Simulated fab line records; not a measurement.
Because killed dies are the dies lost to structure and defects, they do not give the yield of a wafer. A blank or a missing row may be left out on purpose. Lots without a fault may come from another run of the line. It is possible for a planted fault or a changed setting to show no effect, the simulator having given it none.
fab line records	flow sky130
record lots=15	wafers=45	lastDay=50
route steps=708 shown FIELD_ISO@31
lots untouched by any fault: they come from a run of this same line in which no faults occurred
startH: start of the lot's first displayed wafer, in hours after the record's first day	waitH: hours elapsed since this lot's preceding step	" as in the row above	L1.1+2: a single row standing in for several wafers	- no value, or no start given	* or withheld: withheld	< > ~ a bound
route shown NAME@n: a module of which the file shows steps, and the number in the route of the first	usual: the fault-free wafers' mean and standard deviation	same: alike in all rows	chamber/n: place in a boat	sites: the reading at each site	_std_site: standard deviation across them	_edge_site: inner sites' mean taken away from outer sites' mean	radiusMm: for every site, how far away it sits from the centre of the wafer	mask NAME#n: copy n	behind: tool/chamber where the wafer was last shaped	hold: the reason the lot was held/the length of the hold in hours/how it ended	device: which transistor (n, p or np) failed to switch	end of line: the same wafers' tests at the end of the route	step lacking rows: just its recipe	killed: at the first sort, the dies lost to defects and structure; wafer yield is something else	map: a wafer's dies, x killed, . not, _ none there
set.NAME: the run value of the setting; set.NAME@STEP: its run value at that earlier step	model.NAME: the simulator's own value behind a step, which no gauge read
steps of the route over a sample of lots; a table a step, a row a wafer
services: a tool's chamber out of use, with start hour (startH, from the record's first day; less than 0 if before it), hours out, and reason
## steps
# step SKY_FIELD_ISO_WET_ETCH_30
# recipe chemistry=dHF	targetDepthNm=25	target=SiO2	dilution=10:1	tempC=25	timeS=50
# usual bathHeatDutyPct=6.4/0.73	runLengthS=79/3.3
lot.wafer	tool	chamber	startH	waitH	bathHeatDutyPct	runLengthS
L506.1	wetBench-02	0	42.60	0.0	6.1	82
L506.5	"	0	"	"	6.2	82
L506.6	"	0	"	"	5.7	82
L507.3	wetBench-02	3	46.58	0.0	7.7	83
L507.4	"	3	"	"	7.4	83
L507.6	"	3	"	"	7.4	83
L509.4	wetBench-02	3	60.54	0.0	7.3	83
L509.5	"	3	"	"	8.2	83
L509.6	"	3	"	"	6.6	83
L510.3	wetBench-01	0	73.72	0.0	5.6	75
L510.5	"	0	"	"	5.3	75
L510.6	"	0	"	"	6.3	75
L512.2	wetBench-01	1	79.00	0.0	5.3	82
L512.4	"	1	"	"	5.4	82
L512.5	"	1	"	"	6.0	82
L513.1	wetBench-02	2	83.39	0.0	7.8	76
L513.2	"	2	"	"	6.5	76
L513.5	"	2	"	"	7.5	76
L514.2	wetBench-02	2	89.08	0.0	6.6	75
L514.4	"	2	"	"	7.0	75
L514.6	"	2	"	"	7.8	75
L515.1	wetBench-01	2	94.35	0.0	5.8	79
L515.2	"	2	"	"	5.6	79
L515.6	"	2	"	"	5.6	79
L516.2	wetBench-01	2	94.35	0.0	6.0	77
L516.4	"	2	"	"	6.1	77
L516.5	"	2	"	"	5.8	77
L518.2	wetBench-02	0	106.67	0.0	-	-
L518.4	"	0	"	"	-	-
L518.5	"	0	"	"	-	-
L519.1	wetBench-01	3	111.03	0.0	-	-
L519.5	"	3	"	"	-	-
L519.6	"	3	"	"	-	-
L520.3	wetBench-02	1	113.06	0.0	-	-
L520.4	"	1	"	"	-	-
L520.6	"	1	"	"	-	-
L526.2	wetBench-02	0	149.31	0.0	6.9	81
L526.4	"	0	"	"	7.3	81
L526.6	"	0	"	"	6.7	81
L527.2	wetBench-02	0	149.31	0.0	7.1	81
L527.4	"	0	"	"	6.5	81
L527.6	"	0	"	"	6.1	81
L528.1	wetBench-02	0	155.16	0.0	6.8	81
L528.3	"	0	"	"	6.0	81
L528.4	"	0	"	"	6.4	81
## services
tool	chamber	startH	hours	kind
wetBench-01	-	99.74	2.2	repair
## key
firstSign step=SKY_FIELD_ISO_WET_ETCH_30	reading=toolRecord	direction=missing
effect none on later readings
metAt SKY_FIELD_ISO_WET_ETCH_30
struckLots L518,L519,L520
laterRowsLeftOut L518.2,L518.4,L518.5,L519.1,L519.5,L519.6,L520.3,L520.4,L520.6
sortLeftOut L518.2,L518.4,L518.5,L519.1,L519.5,L519.6,L520.3,L520.4,L520.6
testerLeftOut L518,L519,L520
onsetBetween 94.35 106.67
fault kind=skippedStepWhole	tool=wetBench-01,wetBench-02	chamber=-	onsetH=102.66	steps=SKY_FIELD_ISO_WET_ETCH_30	scope=struckLotsOnly
# testerLeftOut: of these lots the tester's yield and bins aren't shown, on N5 and GAA mostly nor the transistor test; their killed dies are dies lost to structure and defects alone, not to doping, threshold or leakage, so they don't give the yield
# sortLeftOut: the simulated sort isn't trusted on such a fault, so these wafers' sort isn't shown, and their yield isn't known
# laterRowsLeftOut: the simulator's readings of these wafers behind a module that went badly wrong aren't trusted and aren't shown, but for the sort
